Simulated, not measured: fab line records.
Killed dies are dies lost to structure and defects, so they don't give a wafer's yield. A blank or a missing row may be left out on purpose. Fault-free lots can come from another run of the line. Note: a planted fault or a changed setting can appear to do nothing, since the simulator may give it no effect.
Tool commonality check :: flow gf180mcu :: Sample size 11 lots and 39 wafers

## WHY IT WAS OPENED
2 of 11 lots carry a flag on the reading V1_OVL at GF_V1_OVL_MEAS_15. Wafers without a fault read -1 nm, standard deviation 4.5.
Rule: a lot is flagged when every wafer of it that has a number lies more than 4 standard deviations from that mean, or none has a number. All remaining lots are regarded as sound.

lot: L307
measured: day 18 08:40
on: overlay-02
V1_OVL (nm), wafer by wafer: -2 -6 -2
flag: 

lot: L308
measured: day 18 18:50
on: overlay-01
V1_OVL (nm), wafer by wafer: 0 -1 0
flag: 

lot: L310
measured: day 19 12:47
on: overlay-01
V1_OVL (nm), wafer by wafer: -9 -4 -11
flag: 

lot: L311
measured: day 19 21:20
on: overlay-02
V1_OVL (nm), wafer by wafer: 7 -7 6
flag: 

lot: L318
measured: day 22 03:28
on: overlay-02
V1_OVL (nm), wafer by wafer: 0 0 -8
flag: 

lot: L320
measured: day 22 23:28
on: overlay-01
V1_OVL (nm), wafer by wafer: 39 41 39 37 39 38
flag: FLAGGED

lot: L321
measured: day 23 07:58
on: overlay-01
V1_OVL (nm), wafer by wafer: 40 42 42 38 41 40
flag: FLAGGED

lot: L325
measured: day 24 20:31
on: overlay-01
V1_OVL (nm), wafer by wafer: 4 2 -3
flag: 

lot: L327
measured: day 25 03:23
on: overlay-02
V1_OVL (nm), wafer by wafer: -7 -3 -4
flag: 

lot: L328
measured: day 25 13:25
on: overlay-02
V1_OVL (nm), wafer by wafer: -2 7 4
flag: 

lot: L329
measured: day 25 23:16
on: overlay-01
V1_OVL (nm), wafer by wafer: -1 4 2
flag: 
On average the flagged lots' numbers are 40 nm, which is +41 nm against the usual, or +9 standard deviations.

## WHICH TOOL EACH LOT WENT THROUGH
Before the reading, the record contains 3 process steps out of a 602-step route. In each cell: the tool, then ch and the chambers that the sampled wafers went through, then the start.
lot: L307
flag: 
GF_HV_LDD_STRIP_10: plasma asher-04 ch 0,1, day 10 05:10
GF_SAB_STRIP_13: plasma asher-02 ch 1, day 15 06:58
GF_V1_EXPOSE_11: krf scanner-01 ch 0, day 17 20:47

lot: L308
flag: 
GF_HV_LDD_STRIP_10: plasma asher-01 ch 0,1, day 10 13:13
GF_SAB_STRIP_13: plasma asher-03 ch 0,1, day 15 17:25
GF_V1_EXPOSE_11: krf scanner-01 ch 0, day 18 06:33

lot: L310
flag: 
GF_HV_LDD_STRIP_10: plasma asher-01 ch 1, day 11 02:13
GF_SAB_STRIP_13: plasma asher-01 ch 0,1, day 16 09:09
GF_V1_EXPOSE_11: krf scanner-01 ch 0, day 19 00:53

lot: L311
flag: 
GF_HV_LDD_STRIP_10: plasma asher-01 ch 0,1, day 11 08:46
GF_SAB_STRIP_13: plasma asher-02 ch 0,1, day 16 17:37
GF_V1_EXPOSE_11: krf scanner-01 ch 0, day 19 09:31

lot: L318
flag: 
GF_HV_LDD_STRIP_10: plasma asher-02 ch 0,1, day 13 07:28
GF_SAB_STRIP_13: plasma asher-01 ch 0,1, day 18 23:13
GF_V1_EXPOSE_11: krf scanner-01 ch 0, day 21 15:48

lot: L320
flag: FLAGGED
GF_HV_LDD_STRIP_10: plasma asher-02 ch 0,1, day 13 22:49
GF_SAB_STRIP_13: plasma asher-03 ch 0,1, day 19 20:25
GF_V1_EXPOSE_11: krf scanner-01 ch 0, day 22 12:08

lot: L321
flag: FLAGGED
GF_HV_LDD_STRIP_10: plasma asher-02 ch 0,1, day 14 06:16
GF_SAB_STRIP_13: plasma asher-01 ch 0,1, day 20 05:05
GF_V1_EXPOSE_11: krf scanner-01 ch 0, day 22 20:31

lot: L325
flag: 
GF_HV_LDD_STRIP_10: plasma asher-02 ch 0,1, day 15 16:55
GF_SAB_STRIP_13: plasma asher-03 ch 0,1, day 21 19:46
GF_V1_EXPOSE_11: krf scanner-02 ch 0, day 24 09:29

lot: L327
flag: 
GF_HV_LDD_STRIP_10: plasma asher-04 ch 1, day 16 01:22
GF_SAB_STRIP_13: plasma asher-02 ch 0,1, day 22 03:43
GF_V1_EXPOSE_11: krf scanner-02 ch 0, day 24 16:16

lot: L328
flag: 
GF_HV_LDD_STRIP_10: plasma asher-04 ch 0,1, day 16 10:40
GF_SAB_STRIP_13: plasma asher-02 ch 0,1, day 22 15:01
GF_V1_EXPOSE_11: krf scanner-02 ch 0, day 25 02:51

lot: L329
flag: 
GF_HV_LDD_STRIP_10: plasma asher-04 ch 0,1, day 16 20:31
GF_SAB_STRIP_13: plasma asher-01 ch 0,1, day 23 00:16
GF_V1_EXPOSE_11: krf scanner-02 ch 0, day 25 12:51
What the steps here do:
- GF_HV_LDD_STRIP_10: strips in O2/N2.
- GF_SAB_STRIP_13: strips in O2/N2.
- GF_V1_EXPOSE_11: exposes mask Via1, target cd 260 nm.
- GF_V1_OVL_MEAS_15

## FLAGGED AGAINST TOTAL, ONE TOOL AT A TIME (gauges that did the reading follow at the end)
step: GF_HV_LDD_STRIP_10
tool: plasma asher-01
lots run: 3
flagged: 0
share of the flagged lots: none
sound lots run after its first flagged lot: -

step: GF_HV_LDD_STRIP_10
tool: plasma asher-02
lots run: 4
flagged: 2
share of the flagged lots: all
sound lots run after its first flagged lot: 1 (L325)

step: GF_HV_LDD_STRIP_10
tool: plasma asher-04
lots run: 4
flagged: 0
share of the flagged lots: none
sound lots run after its first flagged lot: -

step: GF_SAB_STRIP_13
tool: plasma asher-01
lots run: 4
flagged: 1
share of the flagged lots: some
sound lots run after its first flagged lot: 1 (L329)

step: GF_SAB_STRIP_13
tool: plasma asher-02
lots run: 4
flagged: 0
share of the flagged lots: none
sound lots run after its first flagged lot: -

step: GF_SAB_STRIP_13
tool: plasma asher-03
lots run: 3
flagged: 1
share of the flagged lots: some
sound lots run after its first flagged lot: 1 (L325)

step: GF_V1_EXPOSE_11
tool: krf scanner-01
lots run: 7
flagged: 2
share of the flagged lots: all
sound lots run after its first flagged lot: 0

step: GF_V1_EXPOSE_11
tool: krf scanner-02
lots run: 4
flagged: 0
share of the flagged lots: none
sound lots run after its first flagged lot: -

step: GF_V1_OVL_MEAS_15
tool: overlay-01
lots run: 6
flagged: 2
share of the flagged lots: all
sound lots run after its first flagged lot: 2 (L325,L329)

step: GF_V1_OVL_MEAS_15
tool: overlay-02
lots run: 5
flagged: 0
share of the flagged lots: none
sound lots run after its first flagged lot: -

## WHAT THE TABLE ALLOWS
Rows of the table that ran every flagged lot, 3 in all: plasma asher-02 at GF_HV_LDD_STRIP_10, krf scanner-01 at GF_V1_EXPOSE_11, overlay-01 at GF_V1_OVL_MEAS_15.
- plasma asher-02 at GF_HV_LDD_STRIP_10 ran 4 lots, 2 of them flagged. Sound lots followed the first flagged one (L325) on it, something a lasting fault affecting the whole tool could not allow.
- krf scanner-01 at GF_V1_EXPOSE_11 ran 7 lots, 2 of them flagged. It ran its last sound lot, L318, at day 21 15:48 and its first flagged lot, L320, at day 22 12:08: a fault with its onset between the two fits.
- overlay-01 at GF_V1_OVL_MEAS_15 ran 6 lots, 2 of them flagged. Sound lots followed the first flagged one (L325, L329) on it, something a lasting fault affecting the whole tool could not allow.
Just one tool remains: krf scanner-01 at GF_V1_EXPOSE_11.

## WHAT THE SIMULATOR PUT IN
Scanner matching overlay: krf scanner-01, from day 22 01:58 on, at GF_V1_EXPOSE_11. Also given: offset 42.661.
Shown lots that were struck: L320, L321. Same finding as the rule above.
